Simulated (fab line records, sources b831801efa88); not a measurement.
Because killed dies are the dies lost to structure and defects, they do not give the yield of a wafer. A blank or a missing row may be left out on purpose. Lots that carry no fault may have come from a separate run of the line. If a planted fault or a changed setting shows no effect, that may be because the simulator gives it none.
Which tool is to blame? ; flow gf180mcu ; 24 lots, 72 wafers sampled, at 1 step of a route of 602

## WHAT THE GAUGES SHOWED, per wafer
GF_V1_THK_MEAS_01. Usual: for V1_CVD_00_THK the level is 600 nm and the standard deviation is 7.6.
lot;measured;on;V1_CVD_00_THK (nm);flag
L074;day 17 20:41;film metro-01;612 597 603;
L075;day 18 08:49;film metro-01;591 588 593;
L076;day 18 09:33;film metro-03;609 591 611;
L077;day 18 21:04;film metro-02;594 600 598;
L078;day 19 13:18;film metro-03;592 599 601;
L079;day 19 23:02;film metro-03;593 601 583;
L080;day 20 04:19;film metro-03;602 597 611;
L082;day 20 19:01;film metro-03;598 600 609;
L081;day 20 20:33;film metro-02;590 588 590;
L083;day 21 04:19;film metro-01;590 606 592;
L084;day 21 09:51;film metro-01;596 590 599;
L085;day 21 17:13;film metro-02;585 595 597;
L086;day 22 00:59;film metro-01;583 585 595;
L087;day 22 10:13;film metro-03;600 606 599;
L088;day 23 01:04;film metro-03;596 600 591;
L089;day 23 12:43;film metro-03;600 611 599;
L090;day 23 15:22;film metro-01;615 598 604;
L091;day 23 23:42;film metro-03;610 605 596;
L092;day 24 05:23;film metro-01;602 619 602;
L093;day 24 15:19;film metro-01;611 605 606;
L094;day 24 21:22;film metro-02;604 602 602;
L095;day 25 09:35;film metro-03;597 590 603;
L096;day 25 13:46;film metro-03;605 604 603;
L097;day 25 20:59;film metro-03;611 601 610;

## EACH LOT AND THE TOOL THAT RAN IT (in order: tool; ch and the chambers of the sampled wafers; start)
No process step before these readings appears in the record.

## AS READ BY THE TOOLS THEMSELVES (means over the sampled wafers that have a number; for cases with no such wafer, the mark the record gives instead)
The record holds no such reading with a usual standard deviation.

## THE ANSWER, worked out from the rows above alone
Rule: a lot counts as off when the mean over its wafers that have a number is more than 3 standard deviations away from the usual mean. Also off: a lot with no number at a reading for which 4 or more lots have one. All remaining lots with rows at the step are treated as sound. First the gauges in route order, then the tools' own readings, where a lot's mean is used as printed above. At the first step where some lot is off, the reading lying furthest off is the one used; lots without a number count as furthest.
No lot is off at any reading shown: from this, nothing can be told.

## WHAT WAS PUT IN BY THE SIMULATOR
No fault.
